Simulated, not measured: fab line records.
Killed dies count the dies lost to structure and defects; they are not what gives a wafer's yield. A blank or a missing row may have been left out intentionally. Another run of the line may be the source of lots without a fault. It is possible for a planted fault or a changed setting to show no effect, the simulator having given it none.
fab line records ; flow sfqLine ; part 1 of 2: steps 1 to 29 of 38
record lots=5; wafers=15; lastDay=87
route steps=325 shown R5@227 I5@228 C5@240 M6@251
lots with no fault: from the same line, run without faults
startH: start of the lot's first displayed wafer, in hours after the record's first day ; waitH: hours since the lot's step before ; " the same as in the row above ; L1.1+2: a single row standing in for several wafers ; - no value, or no start given ; * or withheld: withheld ; < > ~ a bound
route shown NAME@n: a module of which the file shows steps, and the number in the route of the first ; usual: mean/standard deviation taken from wafers without a fault ; same: alike in all rows ; chamber/n: place in a boat ; sites: per-site readings ; _std_site: the values' standard deviation ; _edge_site: mean of outer sites minus mean of inner sites ; radiusMm: for every site, how far away it sits from the centre of the wafer ; mask NAME#n: copy n ; behind: tool/chamber where the wafer was last shaped ; hold: why the lot was held/for how many hours/how that ended ; device: names the non-switching transistor (n, p or np) ; end of line: at the end of the route, the tests of the same wafers ; for a step that has no rows: nothing shown but its recipe ; killed: count of dies lost to structure and defects at first sort (not the wafer's yield) ; map: shows each die of a wafer: x if killed, . if not, _ if none is there
set.NAME: the setting the step ran with; set.NAME@STEP: the setting that earlier step ran with ; model.NAME: the simulator's own value behind a step, which no gauge read
certain route steps with their lots: each step a table, each wafer a row
services: from which hour (startH, from the record's first day; less than 0 if before it) a tool's chamber was out of use, for how many hours, and why
## steps
# step SFQ_TRILAYER_R5_STRIP_SOLV_CLEAN_141
# recipe chemistry=NMP; tempC=70; timeS=600
lot.wafer;tool;chamber;startH;waitH
L076.4+5+6;wetBench-02;4,0,3;1764.42;0.4
L079.1+5+6;wetBench-02;7,5,4;1770.90;0.4
L085.2+3+5;wetBench-01;1,4,6;1781.70;0.4
L088.1+3+4;wetBench-02;7,1,3;1788.90;0.4
L091.2+4+5;wetBench-02;6,5,3;1879.67;0.4
# step SFQ_TRILAYER_A5C_DEP_PECVD_142
# recipe material=SiO2; tempC=150; timeS=15.556; pressureTorr=2.4; rfW=183.3; precursor=SiH4/N2O; targetThkNm=70
# usual heaterPowerOuterW=35/10; heaterPowerW=91/13; rfFwdPowerW=180.0/0.98; throttleValvePct=24.1/1.4
lot.wafer;tool;chamber;startH;waitH;heaterPowerOuterW;heaterPowerW;rfFwdPowerW;throttleValvePct
L076.4;pecvd-04;2;1764.61;0.0;48;105;180.2;22.8
L076.5;pecvd-04;1;1764.61;0.0;40;90;179.3;22.3
L076.6;pecvd-04;0;1764.61;0.0;25;81;180.6;22.9
L079.1;pecvd-04;0;1771.08;0.0;28;83;181.7;22.8
L079.5;pecvd-04;1;1771.08;0.0;48;99;179.0;22.2
L079.6;pecvd-04;0;1771.08;0.0;28;83;181.5;22.6
L085.2;pecvd-03;2;1781.89;0.0;37;95;178.9;26.6
L085.3;pecvd-03;1;1781.89;0.0;35;92;180.2;24.0
L085.5;pecvd-03;0;1781.89;0.0;14;61;180.6;24.4
L088.1;pecvd-02;1;1789.08;0.0;32;93;181.9;24.5
L088.3;pecvd-02;0;1789.08;0.0;28;87;179.6;23.8
L088.4;pecvd-02;0;1789.08;0.0;28;86;179.6;24.2
L091.2;pecvd-03;1;1879.84;0.0;30;88;180.6;23.9
L091.4;pecvd-03;0;1879.84;0.0;15;63;180.9;24.6
L091.5;pecvd-03;2;1879.84;0.0;48;111;178.4;26.8
# step SFQ_TRILAYER_I5_LITHO_COAT_149
# recipe resist=BARC; spinRpm=3000; resistThkNm=62
lot.wafer;tool;chamber;startH;waitH
L076.4+5+6;lithoTrack-02;0;1764.77;0.1
L079.1+5+6;lithoTrack-04;0;1771.10;0.0
L085.2+3+5;lithoTrack-03;0;1781.97;0.1
L088.1+3+4;lithoTrack-04;0;1789.12;0.0
L091.2+4+5;lithoTrack-02;0;1879.92;0.1
# step SFQ_TRILAYER_I5_LITHO_COAT_144
# recipe resist=KrF; spinRpm=3000; resistThkNm=650
lot.wafer;tool;chamber;startH;waitH
L076.4+5+6;lithoTrack-02;0;1765.07;0.2
L079.1+5+6;lithoTrack-04;0;1771.40;0.2
L085.2+3+5;lithoTrack-03;0;1782.27;0.2
L088.1+3+4;lithoTrack-04;0;1789.42;0.2
L091.2+4+5;lithoTrack-02;0;1880.22;0.2
# step SFQ_TRILAYER_I5_LITHO_SOFTBAKE_148
# recipe tempC=withheld; timeS=withheld; resist=KrF
lot.wafer;tool;chamber;startH;waitH
L076.4+5+6;lithoTrack-02;0;1765.29;0.2
L079.1+5+6;lithoTrack-04;0;1771.70;0.2
L085.2+3+5;lithoTrack-03;0;1782.54;0.2
L088.1+3+4;lithoTrack-04;0;1789.72;0.2
L091.2+4+5;lithoTrack-02;0;1880.49;0.2
# step SFQ_TRILAYER_I5_LITHO_EXPOSE_145
# recipe maskId=I5; na=0.6; sourceShape=conventional; sigmaOuter=0.65; targetCdNm=700; doseMj=21.3
lot.wafer;tool;chamber;startH;waitH;mask
L076.4+5+6;krfScanner-02;0;1766.95;-;I5#0
L079.1+5+6;krfScanner-02;0;1772.47;-;I5#0
L085.2+3+5;krfScanner-02;0;1786.62;-;I5#0
L088.1+3+4;krfScanner-02;0;1793.62;-;I5#0
L091.2+4+5;krfScanner-02;0;1964.26;-;I5#0
# step SFQ_TRILAYER_I5_LITHO_PEB_147
# recipe pebTempC=115; pebTimeS=60; resist=KrF
lot.wafer;tool;chamber;startH;waitH
L076.4+5+6;lithoTrack-04;0;1767.62;0.5
L079.1+5+6;lithoTrack-04;0;1773.67;1.0
L085.2+3+5;lithoTrack-04;0;1787.65;0.8
L088.1+3+4;lithoTrack-02;0;1794.82;1.0
L091.2+4+5;lithoTrack-02;0;1965.29;0.8
# step SFQ_TRILAYER_I5_LITHO_DEVELOP_146
# recipe timeS=60; resist=KrF
lot.wafer;tool;chamber;startH;waitH
L076.4+5+6;lithoTrack-04;0;1767.77;0.1
L079.1+5+6;lithoTrack-04;0;1773.82;0.1
L085.2+3+5;lithoTrack-04;0;1787.80;0.1
L088.1+3+4;lithoTrack-02;0;1794.97;0.1
L091.2+4+5;lithoTrack-02;0;1965.44;0.1
# step SFQ_I5_OVL_MEAS_936
# usual I5_OVL=3/5.7
lot.wafer;tool;chamber;startH;waitH;I5_OVL[nm]
L076.4;overlay-02;-;1767.86;0.1;5
L076.5;overlay-02;-;1767.86;0.1;5
L076.6;overlay-02;-;1767.86;0.1;4
L079.1;overlay-02;-;1773.97;0.1;4
L079.5;overlay-02;-;1773.97;0.1;7
L079.6;overlay-02;-;1773.97;0.1;10
L085.2;overlay-02;-;1787.93;0.1;13
L085.3;overlay-02;-;1787.93;0.1;2
L085.5;overlay-02;-;1787.93;0.1;1
L088.1;overlay-02;-;1795.12;0.1;4
L088.3;overlay-02;-;1795.12;0.1;5
L088.4;overlay-02;-;1795.12;0.1;-10
L091.2;overlay-02;-;1965.57;0.1;0
L091.4;overlay-02;-;1965.57;0.1;2
L091.5;overlay-02;-;1965.57;0.1;11
# step SFQ_TRILAYER_I5_BARC_OPEN_VIA_ETCH_200
# recipe maskMaterial=PR; chemistry=O2; targetDepthNm=125; target=BARC; sourceW=500; biasW=80; pressureMtorr=30; timeS=41.7
# usual chamberPressureMTorr=30.004/0.027; drypumpMotorCurrentA=5.9/0.48; oesProductAu=0.685/0.0045; rfFwdPowerW=494.2/2.1
lot.wafer;tool;chamber;startH;waitH;chamberPressureMTorr;drypumpMotorCurrentA;oesProductAu;rfFwdPowerW;rfHoursCounterH
L076.4;rieDiel-02;0;1767.88;0.0;29.964;5.6;0.684;496.8;17
L076.5;rieDiel-02;1;1767.88;0.0;30.010;4.9;0.685;495.0;-
L076.6;rieDiel-02;2;1767.88;0.0;29.973;6.0;0.685;497.5;-
L079.1;rieDiel-01;0;1774.01;0.0;29.987;5.6;0.684;492.6;18
L079.5;rieDiel-01;1;1774.01;0.0;30.023;6.7;0.687;495.6;-
L079.6;rieDiel-01;2;1774.01;0.0;29.999;5.9;0.690;494.3;-
L085.2;rieDiel-01;3;1787.96;0.0;29.997;6.3;0.684;491.8;3
L085.3;rieDiel-01;0;1787.96;0.0;30.009;5.6;0.689;494.1;18
L085.5;rieDiel-01;0;1787.96;0.0;29.992;5.5;0.679;494.7;-
L088.1;rieDiel-03;2;1795.16;0.0;29.994;6.0;0.678;492.9;6
L088.3;rieDiel-03;0;1795.16;0.0;29.999;6.2;0.687;493.9;4
L088.4;rieDiel-03;1;1795.16;0.0;30.030;5.9;0.687;492.7;16
L091.2;rieDiel-03;1;1965.60;0.0;30.011;5.9;0.692;496.5;18
L091.4;rieDiel-03;0;1965.60;0.0;30.021;6.2;0.688;497.5;5
L091.5;rieDiel-03;0;1965.60;0.0;30.027;6.2;0.684;497.3;-
# step SFQ_TRILAYER_I5_ETCH_VIA_ETCH_147
# recipe stopOn=Nb; maskMaterial=PR; chemistry=CHF3; targetDepthNm=360; sourceW=500; biasW=80; pressureMtorr=30; timeS=withheld
# usual chamberPressureMTorr=30.00/0.03; drypumpMotorCurrentA=5.9/0.47; oesProductAu=0.990/0.0053; rfFwdPowerW=498.4/1.5
lot.wafer;tool;chamber;startH;waitH;chamberPressureMTorr;drypumpMotorCurrentA;oesProductAu;rfFwdPowerW
L076.4;rieDiel-02;0;1767.92;0.0;29.98;5.6;0.986;499.9
L076.5;rieDiel-02;1;1767.92;0.0;30.02;4.8;0.985;499.9
L076.6;rieDiel-02;2;1767.92;0.0;30.01;6.0;0.991;500.8
L079.1;rieDiel-01;0;1774.05;0.0;29.98;5.6;0.992;499.9
L079.5;rieDiel-01;1;1774.05;0.0;30.00;6.6;0.993;502.1
L079.6;rieDiel-01;2;1774.05;0.0;30.04;5.9;0.993;498.6
L085.2;rieDiel-01;3;1788.00;0.0;30.01;6.4;0.993;499.0
L085.3;rieDiel-01;0;1788.00;0.0;30.03;5.6;0.983;500.9
L085.5;rieDiel-01;0;1788.00;0.0;30.00;5.6;0.982;497.7
L088.1;rieDiel-03;2;1795.20;0.0;29.98;6.0;0.995;498.6
L088.3;rieDiel-03;0;1795.20;0.0;29.91;6.1;0.994;499.5
L088.4;rieDiel-03;1;1795.20;0.0;30.05;5.9;0.997;497.4
L091.2;rieDiel-03;1;1965.64;0.0;29.95;5.9;0.989;495.9
L091.4;rieDiel-03;0;1965.64;0.0;30.02;6.2;0.983;497.2
L091.5;rieDiel-03;0;1965.64;0.0;29.98;6.2;0.993;498.5
# step SFQ_TRILAYER_I5_STRIP_STRIP_148
# recipe gas=O2; powerW=200; platenTempC=40; overashFraction=0.65; chemistry=O2; pressureMtorr=50
# usual chamberPressureMTorr=50.00/0.04; drypumpMotorCurrentA=5.49/0.29; oesProductAu=1.001/0.006
lot.wafer;tool;chamber;startH;waitH;chamberPressureMTorr;drypumpMotorCurrentA;oesProductAu;rfHoursCounterH
L076.4;rieMetal-04;1;1768.27;-;49.99;5.35;0.996;-
L076.5;rieMetal-04;0;1768.27;-;50.03;5.17;0.994;-
L076.6;rieMetal-04;1;1768.27;-;49.97;5.35;0.996;-
L079.1;rieMetal-02;1;1774.20;-;50.00;5.77;1.013;125
L079.5;rieMetal-02;0;1774.20;-;50.02;6.01;1.003;-
L079.6;rieMetal-02;1;1774.20;-;50.01;5.76;1.007;-
L085.2;rieMetal-03;1;1788.15;-;49.99;5.33;1.003;53
L085.3;rieMetal-03;1;1788.15;-;50.04;5.34;0.998;-
L085.5;rieMetal-03;1;1788.15;-;50.00;5.33;1.005;-
L088.1;rieMetal-02;0;1795.35;-;49.98;5.96;1.008;28
L088.3;rieMetal-02;0;1795.35;-;50.02;6.02;1.000;-
L088.4;rieMetal-02;0;1795.35;-;50.00;6.00;0.998;-
L091.2;rieMetal-03;0;1965.79;-;50.03;5.62;0.988;58
L091.4;rieMetal-03;1;1965.79;-;50.00;5.32;0.996;-
L091.5;rieMetal-03;0;1965.79;-;49.99;5.60;0.993;-
# step SFQ_TRILAYER_I5_STRIP_SOLV_CLEAN_149
# recipe chemistry=NMP; tempC=70; timeS=600
lot.wafer;tool;chamber;startH;waitH
L076.4+5+6;wetBench-03;3,5,6;1768.67;0.2
L079.1+5+6;wetBench-04;1,7,2;1774.80;0.4
L085.2+3+5;wetBench-04;7,1,6;1788.75;0.4
L088.1+3+4;wetBench-03;5,6,1;1796.55;1.0
L091.2+4+5;wetBench-01;0,1,2;1966.39;0.4
# step SFQ_TRILAYER_C5_LITHO_COAT_156
# recipe resist=BARC; spinRpm=3000; resistThkNm=62
lot.wafer;tool;chamber;startH;waitH
L076.4+5+6;lithoTrack-01;0;1769.10;0.2
L079.1+5+6;lithoTrack-04;0;1775.10;0.1
L085.2+3+5;lithoTrack-02;0;1788.97;0.1
L088.1+3+4;lithoTrack-01;0;1796.72;0.0
L091.2+4+5;lithoTrack-04;0;1966.79;0.1
# step SFQ_TRILAYER_C5_LITHO_COAT_151
# recipe resist=KrF; spinRpm=3000; resistThkNm=650
lot.wafer;tool;chamber;startH;waitH
L076.4+5+6;lithoTrack-01;0;1769.40;0.2
L079.1+5+6;lithoTrack-04;0;1775.40;0.2
L085.2+3+5;lithoTrack-02;0;1789.27;0.2
L088.1+3+4;lithoTrack-01;0;1797.02;0.2
L091.2+4+5;lithoTrack-04;0;1967.09;0.2
# step SFQ_TRILAYER_C5_LITHO_SOFTBAKE_155
# recipe tempC=withheld; timeS=withheld; resist=KrF
lot.wafer;tool;chamber;startH;waitH
L076.4+5+6;lithoTrack-01;0;1769.62;0.2
L079.1+5+6;lithoTrack-04;0;1775.70;0.2
L085.2+3+5;lithoTrack-02;0;1789.55;0.2
L088.1+3+4;lithoTrack-01;0;1797.32;0.2
L091.2+4+5;lithoTrack-04;0;1967.36;0.2
# step SFQ_TRILAYER_C5_LITHO_EXPOSE_152
# recipe maskId=C5; na=0.6; sourceShape=conventional; sigmaOuter=0.65; targetCdNm=500; doseMj=21.3
lot.wafer;tool;chamber;startH;waitH;mask
L076.4+5+6;krfScanner-02;0;1770.67;-;C5#0
L079.1+5+6;krfScanner-02;0;1778.02;-;C5#0
L085.2+3+5;krfScanner-02;0;1792.62;-;C5#0
L088.1+3+4;krfScanner-01;0;1797.47;-;C5#0
L091.2+4+5;krfScanner-01;0;1967.69;-;C5#0
# step SFQ_TRILAYER_C5_LITHO_PEB_154
# recipe pebTempC=115; pebTimeS=60; resist=KrF
lot.wafer;tool;chamber;startH;waitH
L076.4+5+6;lithoTrack-02;0;1771.42;0.6
L079.1+5+6;lithoTrack-04;0;1779.22;1.0
L085.2+3+5;lithoTrack-02;0;1793.65;0.8
L088.1+3+4;lithoTrack-02;0;1798.67;1.0
L091.2+4+5;lithoTrack-04;0;1968.71;0.8
# step SFQ_TRILAYER_C5_LITHO_DEVELOP_153
# recipe timeS=60; resist=KrF
lot.wafer;tool;chamber;startH;waitH
L076.4+5+6;lithoTrack-02;0;1771.57;0.1
L079.1+5+6;lithoTrack-04;0;1779.37;0.1
L085.2+3+5;lithoTrack-02;0;1793.80;0.1
L088.1+3+4;lithoTrack-02;0;1798.82;0.1
L091.2+4+5;lithoTrack-04;0;1968.86;0.1
# step SFQ_C5_OVL_MEAS_937
# usual C5_OVL=2/6
lot.wafer;tool;chamber;startH;waitH;C5_OVL[nm]
L076.4;overlay-02;-;1771.66;0.1;5
L076.5;overlay-02;-;1771.66;0.1;5
L076.6;overlay-02;-;1771.66;0.1;7
L079.1;overlay-02;-;1779.52;0.1;7
L079.5;overlay-02;-;1779.52;0.1;5
L079.6;overlay-02;-;1779.52;0.1;10
L085.2;overlay-02;-;1793.93;0.1;-3
L085.3;overlay-02;-;1793.93;0.1;-1
L085.5;overlay-02;-;1793.93;0.1;-1
L088.1;overlay-02;-;1798.97;0.1;10
L088.3;overlay-02;-;1798.97;0.1;5
L088.4;overlay-02;-;1798.97;0.1;1
L091.2;overlay-02;-;1968.99;0.1;6
L091.4;overlay-02;-;1968.99;0.1;8
L091.5;overlay-02;-;1968.99;0.1;4
# step SFQ_TRILAYER_C5_BARC_OPEN_VIA_ETCH_210
# recipe maskMaterial=PR; chemistry=O2; targetDepthNm=125; target=BARC; sourceW=500; biasW=80; pressureMtorr=30; timeS=41.7
# usual chamberPressureMTorr=30.002/0.027; drypumpMotorCurrentA=5.8/0.46; oesProductAu=0.685/0.0041; rfFwdPowerW=493.7/2.7
lot.wafer;tool;chamber;startH;waitH;chamberPressureMTorr;drypumpMotorCurrentA;oesProductAu;rfFwdPowerW;rfHoursCounterH
L076.4;rieDiel-04;0;1771.70;0.0;30.019;5.8;0.684;494.8;-
L076.5;rieDiel-04;3;1771.70;0.0;30.005;6.1;0.689;495.6;-
L076.6;rieDiel-04;1;1771.70;0.0;30.035;6.0;0.678;490.7;-
L079.1;rieDiel-01;3;1779.56;0.0;30.029;6.4;0.681;491.3;2
L079.5;rieDiel-01;3;1779.56;0.0;30.028;6.4;0.685;491.8;-
L079.6;rieDiel-01;0;1779.56;0.0;29.978;5.6;0.680;492.5;-
L085.2;rieDiel-04;3;1793.96;0.0;29.994;6.1;0.694;495.7;10
L085.3;rieDiel-04;0;1793.96;0.0;29.996;5.8;0.685;493.5;3
L085.5;rieDiel-04;1;1793.96;0.0;29.974;6.1;0.686;487.7;-
L088.1;rieDiel-04;3;1799.01;0.0;29.954;6.1;0.685;495.0;10
L088.3;rieDiel-04;2;1799.01;0.0;30.007;5.1;0.684;495.6;11
L088.4;rieDiel-04;0;1799.01;0.0;29.979;5.8;0.688;492.7;3
L091.2;rieDiel-04;3;1969.02;0.0;30.032;6.1;0.692;493.5;11
L091.4;rieDiel-04;1;1969.02;0.0;29.979;6.0;0.681;489.3;0
L091.5;rieDiel-04;1;1969.02;0.0;29.968;6.1;0.682;491.1;-
# step SFQ_TRILAYER_C5_ETCH_VIA_ETCH_154
# recipe target=SiO2; maskMaterial=PR; chemistry=CHF3; targetDepthNm=84; sourceW=500; biasW=80; pressureMtorr=30; timeS=withheld; stopOn=Nb
# usual chamberPressureMTorr=30.000/0.026; drypumpMotorCurrentA=5.8/0.46; oesProductAu=0.896/0.0082; rfFwdPowerW=495.0/2.3
lot.wafer;tool;chamber;startH;waitH;chamberPressureMTorr;drypumpMotorCurrentA;oesProductAu;rfFwdPowerW
L076.4;rieDiel-04;0;1771.75;0.0;29.986;5.8;0.908;494.8
L076.5;rieDiel-04;3;1771.75;0.0;30.009;6.1;0.902;497.4
L076.6;rieDiel-04;1;1771.75;0.0;30.007;6.1;0.898;492.9
L079.1;rieDiel-01;3;1779.60;0.0;30.011;6.3;0.882;494.6
L079.5;rieDiel-01;3;1779.60;0.0;30.007;6.4;0.895;494.4
L079.6;rieDiel-01;0;1779.60;0.0;30.042;5.5;0.891;494.6
L085.2;rieDiel-04;3;1794.00;0.0;30.022;6.1;0.894;496.2
L085.3;rieDiel-04;0;1794.00;0.0;30.023;5.8;0.894;496.2
L085.5;rieDiel-04;1;1794.00;0.0;30.023;6.1;0.906;492.9
L088.1;rieDiel-04;3;1799.05;0.0;29.962;6.1;0.888;496.2
L088.3;rieDiel-04;2;1799.05;0.0;30.017;5.1;0.890;496.2
L088.4;rieDiel-04;0;1799.05;0.0;30.002;5.8;0.902;493.7
L091.2;rieDiel-04;3;1969.06;0.0;30.012;6.1;0.891;496.5
L091.4;rieDiel-04;1;1969.06;0.0;29.988;6.1;0.885;491.9
L091.5;rieDiel-04;1;1969.06;0.0;29.962;6.1;0.902;493.6
# step SFQ_TRILAYER_C5_STRIP_STRIP_155
# recipe gas=O2; powerW=200; platenTempC=40; overashFraction=0.65; chemistry=O2; pressureMtorr=50
# usual chamberPressureMTorr=50.01/0.044; drypumpMotorCurrentA=5.6/0.3; oesProductAu=1.000/0.0078
lot.wafer;tool;chamber;startH;waitH;chamberPressureMTorr;drypumpMotorCurrentA;oesProductAu;rfHoursCounterH
L076.4;rieMetal-02;0;1771.97;-;50.09;6.0;1.004;-
L076.5;rieMetal-02;0;1771.97;-;50.02;6.0;0.996;-
L076.6;rieMetal-02;1;1771.97;-;50.01;5.7;0.990;-
L079.1;rieMetal-02;0;1779.64;-;50.00;6.0;0.990;23
L079.5;rieMetal-02;0;1779.64;-;50.00;6.0;0.988;-
L079.6;rieMetal-02;1;1779.64;-;50.01;5.8;0.994;-
L085.2;rieMetal-04;0;1794.04;-;50.02;5.2;1.002;68
L085.3;rieMetal-04;0;1794.04;-;50.03;5.2;0.992;-
L085.5;rieMetal-04;1;1794.04;-;50.06;5.3;1.013;-
L088.1;rieMetal-02;0;1799.10;-;50.03;6.0;1.006;28
L088.3;rieMetal-02;0;1799.10;-;50.08;6.0;0.996;-
L088.4;rieMetal-02;0;1799.10;-;50.03;6.0;1.001;-
L091.2;rieMetal-04;0;1969.11;-;49.96;5.2;1.002;86
L091.4;rieMetal-04;0;1969.11;-;50.01;5.2;1.005;-
L091.5;rieMetal-04;0;1969.11;-;50.01;5.2;0.995;-
# step SFQ_TRILAYER_C5_STRIP_SOLV_CLEAN_156
# recipe chemistry=NMP; tempC=70; timeS=600
lot.wafer;tool;chamber;startH;waitH
L076.4+5+6;wetBench-04;3,4,5;1772.37;0.2
L079.1+5+6;wetBench-04;6,7,4;1780.24;0.4
L085.2+3+5;wetBench-03;3,1,6;1794.64;0.4
L088.1+3+4;wetBench-03;6,1,0;1800.30;1.0
L091.2+4+5;wetBench-02;2,7,0;1969.91;0.6
# step SFQ_TRILAYER_M6_DEP_PRE_CLEAN_158
# recipe gas=Ar; timeS=22.5; biasV=250
lot.wafer;tool;chamber;startH;waitH
L076.4+5+6;pvdSputter-03;-;1772.56;0.0
L079.1+5+6;pvdSputter-03;-;1780.44;0.0
L085.2+3+5;pvdSputter-03;-;1794.82;0.0
L088.1+3+4;pvdSputter-03;-;1800.47;0.0
L091.2+4+5;pvdSputter-05;-;1970.09;0.0
# step SFQ_TRILAYER_M6_DEP_SPUTTER_157
# recipe material=Nb; basePressurePa=1.33e-06; chamberPressurePa=0.1333; substrateTempC=20; targetThkNm=200; powerW=2000; timeS=133.3
# usual throttleValvePct=29.9/0.9
lot.wafer;tool;chamber;startH;waitH;throttleValvePct
L076.4;pvdSputter-03;-;1772.59;0.0;29.4
L076.5;pvdSputter-03;-;1772.59;0.0;31.3
L076.6;pvdSputter-03;-;1772.59;0.0;29.7
L079.1;pvdSputter-03;-;1780.46;0.0;31.9
L079.5;pvdSputter-03;-;1780.46;0.0;31.8
L079.6;pvdSputter-03;-;1780.46;0.0;29.2
L085.2;pvdSputter-03;-;1794.85;0.0;29.8
L085.3;pvdSputter-03;-;1794.85;0.0;31.4
L085.5;pvdSputter-03;-;1794.85;0.0;31.8
L088.1;pvdSputter-03;-;1800.50;0.0;29.5
L088.3;pvdSputter-03;-;1800.50;0.0;31.1
L088.4;pvdSputter-03;-;1800.50;0.0;31.8
L091.2;pvdSputter-05;-;1970.11;0.0;30.4
L091.4;pvdSputter-05;-;1970.11;0.0;30.5
L091.5;pvdSputter-05;-;1970.11;0.0;30.6
# step SFQ_M6_RS_MEAS_938
# recipe thkMeasGauge=four-point-probe; reads=Nb_of_TRILAYER_M6_DEP_SPUTTER_157
# usual M6_NB_RS=0.886/0.0099
lot.wafer;tool;chamber;startH;waitH;M6_NB_RS[ohm/sq]
L076.4;filmMetro-01;-;1772.74;0.1;0.882
L076.5;filmMetro-01;-;1772.74;0.1;0.890
L076.6;filmMetro-01;-;1772.74;0.1;0.886
L079.1;filmMetro-04;-;1780.56;0.0;0.903
L079.5;filmMetro-04;-;1780.56;0.0;0.905
L079.6;filmMetro-04;-;1780.56;0.0;0.898
L085.2;filmMetro-03;-;1794.96;0.1;0.891
L085.3;filmMetro-03;-;1794.96;0.1;0.899
L085.5;filmMetro-03;-;1794.96;0.1;0.900
L088.1;filmMetro-03;-;1800.59;0.0;0.896
L088.3;filmMetro-03;-;1800.59;0.0;0.903
L088.4;filmMetro-03;-;1800.59;0.0;0.904
L091.2;filmMetro-01;-;1970.23;0.1;0.892
L091.4;filmMetro-01;-;1970.23;0.1;0.893
L091.5;filmMetro-01;-;1970.23;0.1;0.886
# step SFQ_TRILAYER_M6_LITHO_COAT_164
# recipe resist=BARC; spinRpm=3000; resistThkNm=62
lot.wafer;tool;chamber;startH;waitH
L076.4+5+6;lithoTrack-03;0;1773.01;0.2
L079.1+5+6;lithoTrack-01;0;1780.95;0.3
L085.2+3+5;lithoTrack-01;0;1795.17;0.1
L088.1+3+4;lithoTrack-04;0;1800.77;0.1
L091.2+4+5;lithoTrack-03;0;1970.44;0.1
# step SFQ_TRILAYER_M6_LITHO_COAT_159
# recipe resist=KrF; spinRpm=3000; resistThkNm=600
lot.wafer;tool;chamber;startH;waitH
L076.4+5+6;lithoTrack-03;0;1773.31;0.2
L079.1+5+6;lithoTrack-01;0;1781.25;0.2
L085.2+3+5;lithoTrack-01;0;1795.47;0.2
L088.1+3+4;lithoTrack-04;0;1801.07;0.2
L091.2+4+5;lithoTrack-03;0;1970.74;0.2
